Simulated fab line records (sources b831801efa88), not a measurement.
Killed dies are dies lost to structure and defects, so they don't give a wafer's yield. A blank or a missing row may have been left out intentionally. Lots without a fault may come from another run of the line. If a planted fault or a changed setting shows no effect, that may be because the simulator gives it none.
One fault seen from 2 desks ; flow gf180mcu ; numbers are kept per desk, each desk with only its own; the story behind them comes last

## METROLOGY DESK
Lot by lot, what the gauges showed, no matter which tool ran the lot: averages of those sampled wafers that carry a number. The brackets show how far a lot's mean lies from the usual mean; more than 4 standard deviations puts the lot out of limits, marked OUT.
Columns: A = DUAL_GATE_OXIDATION_00_THK at GF_DUAL_GATE_THK_MEAS_03, usual 10.79 nm; B = DUAL_GATE_OVL at GF_DUAL_GATE_OVL_MEAS_11, usual 0.6 nm
lot;first seen here;A;B
L536;day 7 17:40;11.02;1.6
L537;day 7 21:59;11.04;1.0
L555;day 13 01:55;10.97;1.1
L556;day 13 09:03;10.92;-2.0
L557;day 13 15:08;10.55;2.2
L559;day 14 08:16;11.08;0.9
Result from this desk: across the 6 lots, nothing is out of limits.

## FOR THE TOOL OWNER'S DESK: furnace-01
The tool's own readings at GF_DUAL_GATE_OXIDATION_15 (stabilise 600 s, purge 300 s, target thk 7.098 nm): means of the sampled wafers that have a number, for each lot that ran on this tool. The brackets show how far a lot's mean lies from the usual mean; more than 4 standard deviations puts the lot out of limits, marked OUT.
Columns: A = spike_tc_bottom_C at GF_DUAL_GATE_OXIDATION_15, usual 866.9 C; B = spike_tc_centre_C at GF_DUAL_GATE_OXIDATION_15, usual 850.5 C; C = spike_tc_upper_C at GF_DUAL_GATE_OXIDATION_15, usual 849.3 C; D = zone_power_lower_pct at GF_DUAL_GATE_OXIDATION_15, usual 17.2 %; E = zone_power_top_pct at GF_DUAL_GATE_OXIDATION_15, usual 35.9 %; F = zone_power_upper_pct at GF_DUAL_GATE_OXIDATION_15, usual 16 %
lot;first seen here;A;B;C;D;E;F
L537;day 8 14:38;866.3;850.8;848.7;18.8;36.1;13
L555;day 13 23:34;865.2;854.9 (+4.0) OUT;814.0 (-24) OUT;17.9;44.8 (+16) OUT;3
L556;day 14 06:40;866.2;854.1;813.4 (-24) OUT;17.9;45.0 (+16) OUT;3
This desk finds L555, L556 out of limits, L555 being first, at day 13 23:34 (spike_tc_centre_C at GF_DUAL_GATE_OXIDATION_15). L537 stayed within limits.

## PUT TOGETHER
The tool owner's desk could have raised an alarm at day 13 23:34, on L555, L556.
From the metrology desk's view, nothing was out of limits.
The metrology desk holds a record of L555, L556, inside its limits.
Every lot named ran GF_DUAL_GATE_OXIDATION_15 on furnace-01.

## WHAT THE SIMULATOR PUT IN
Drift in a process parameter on furnace-01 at GF_DUAL_GATE_OXIDATION_15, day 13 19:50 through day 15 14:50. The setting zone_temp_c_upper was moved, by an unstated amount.
Struck lots among those shown: L555, L556.
Time in hours from fault onset to the first out-of-limits reading at each desk: the tool owner's desk, 4.
